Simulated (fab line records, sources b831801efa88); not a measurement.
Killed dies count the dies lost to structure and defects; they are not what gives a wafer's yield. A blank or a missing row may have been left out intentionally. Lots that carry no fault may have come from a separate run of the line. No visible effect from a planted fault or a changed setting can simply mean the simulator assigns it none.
Matching of chambers / flow gf180mcu / 4 sister chambers for GF_V2_CMP_26 on cmp-01
The step polishes, stops on SiO2, t overpolish 15 s, target thk 0 nm. 8 wafers are shown with their chamber, then 12 later ones without.

== WAFERS PAIRED WITH THEIR CHAMBERS ==
wafer=L090.4; chamber=2; motor current A (A)=10.0; time to endpoint s (s)=83
wafer=L091.6; chamber=0; motor current A (A)=12.6; time to endpoint s (s)=87
wafer=L092.1; chamber=1; motor current A (A)=11.4; time to endpoint s (s)=84
wafer=L092.2; chamber=3; motor current A (A)=12.5; time to endpoint s (s)=84
wafer=L092.5; chamber=1; motor current A (A)=11.8; time to endpoint s (s)=85
wafer=L093.2; chamber=3; motor current A (A)=13.2; time to endpoint s (s)=88
wafer=L093.4; chamber=0; motor current A (A)=11.9; time to endpoint s (s)=87
wafer=L093.6; chamber=2; motor current A (A)=10.3; time to endpoint s (s)=88

== WAFERS MISSING THEIR CHAMBER ==
wafer=L094.1; motor current A (A)=11.6; time to endpoint s (s)=91
wafer=L094.5; motor current A (A)=11.8; time to endpoint s (s)=88
wafer=L094.6; motor current A (A)=9.7; time to endpoint s (s)=85
wafer=L095.1; motor current A (A)=10.2; time to endpoint s (s)=85
wafer=L095.3; motor current A (A)=11.6; time to endpoint s (s)=86
wafer=L095.4; motor current A (A)=12.3; time to endpoint s (s)=88
wafer=L096.1; motor current A (A)=12.5; time to endpoint s (s)=87
wafer=L096.5; motor current A (A)=13.3; time to endpoint s (s)=87
wafer=L096.6; motor current A (A)=10.8; time to endpoint s (s)=86
wafer=L097.1; motor current A (A)=12.1; time to endpoint s (s)=88
wafer=L097.2; motor current A (A)=12.0; time to endpoint s (s)=90
wafer=L097.4; motor current A (A)=10.2; time to endpoint s (s)=85

== CHAMBER TAKEN BY EACH ==
wafer=L094.1; from the rows above=can't be placed: 0 or 1 or 3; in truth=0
wafer=L094.5; from the rows above=can't be placed: 0 or 1 or 3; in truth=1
wafer=L094.6; from the rows above=2; in truth=2
wafer=L095.1; from the rows above=2; in truth=2
wafer=L095.3; from the rows above=can't be placed: 1 or 0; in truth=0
wafer=L095.4; from the rows above=can't be placed: 0 or 3 or 1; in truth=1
wafer=L096.1; from the rows above=can't be placed: 0 or 3 or 1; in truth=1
wafer=L096.5; from the rows above=can't be placed: 3 or 0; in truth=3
wafer=L096.6; from the rows above=can't be placed: 2 or 1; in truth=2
wafer=L097.1; from the rows above=can't be placed: 0 or 1 or 3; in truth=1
wafer=L097.2; from the rows above=can't be placed: 0 or 1 or 3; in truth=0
wafer=L097.4; from the rows above=2; in truth=2
Correct placement for 3 of the 12. Can't be placed from these rows: 9 (the true chamber is among the candidates in 9). Number placed wrongly: 0.
How it was worked out, from the rows above alone: a wafer's distance from a chamber is the root of the sum, over the readings, of the square of ((its reading less the chamber's mean) divided by the reading's scatter). If the next closest chamber is less than 2 further off than the closest, the wafer can't be placed; otherwise it belongs to the closest. The mean given for a chamber averages the wafers shown for that chamber. How the scatter is found: for the shown wafers, subtract from each reading the mean of its chamber, square and add these, divide the total by (wafers less chambers), then take the root.
